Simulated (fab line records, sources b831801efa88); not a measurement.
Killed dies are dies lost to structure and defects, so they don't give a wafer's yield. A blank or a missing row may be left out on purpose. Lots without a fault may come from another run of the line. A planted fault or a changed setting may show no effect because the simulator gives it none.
Which tool did it? | flow sky130 | 6 lots, 18 wafers sampled, at 2 steps of a route of 708

WHAT THE GAUGES READ, wafer by wafer
SKY_LDD_LDN_OVL_MEAS_07.
lot  | measured     | on         | LDD_LDN_OVL (nm)
L801 | day 23 13:07 | overlay-02 | -1.0 -0.7 1.4
L804 | day 25 01:49 | overlay-01 | -0.3 1.3 0.3
L807 | day 25 14:04 | overlay-02 | -1.2 -1.5 -1.3
L813 | day 27 19:44 | overlay-01 | -1.2 0.5 -1.7
L818 | day 29 08:26 | overlay-02 | -3.6 -2.7 -3.1
L821 | day 30 06:46 | overlay-01 | -1.3 -1.2 0.3

WHICH TOOL RAN EACH LOT (tool, then ch and the chambers of the sampled wafers, then the start)
lot  | SKY_LDD_LDN_EXPOSE_04
L801 | iline_stepper-01 ch 0, day 22 22:32
L804 | iline_stepper-01 ch 0, day 24 11:54
L807 | iline_stepper-01 ch 0, day 24 23:06
L813 | iline_stepper-02 ch 0, day 27 06:16
L818 | iline_stepper-02 ch 0, day 28 18:42
L821 | iline_stepper-02 ch 0, day 29 16:34
- SKY_LDD_LDN_EXPOSE_04: exposes mask LDNTM, target cd 700 nm.

THE ANSWER, worked out from the rows above alone
Rule: what is usual is taken from the lots themselves. Put in order of their means at a reading, lots are off if they are a third of the lots or fewer, leave a main group of 4 or more, and stand apart from it by a gap of 3 or more times the standard deviation of the main group's means; of several such gaps the widest counts. A main group whose means are all the same, to the digits that the tables above print for the reading, isn't used. A lot without any number at a reading at which 4 lots or more have one is off too. The other lots that the step has rows for count as sound.
No lot is off at any reading shown: from this, nothing can be told.

WHAT THE SIMULATOR HAD PUT IN
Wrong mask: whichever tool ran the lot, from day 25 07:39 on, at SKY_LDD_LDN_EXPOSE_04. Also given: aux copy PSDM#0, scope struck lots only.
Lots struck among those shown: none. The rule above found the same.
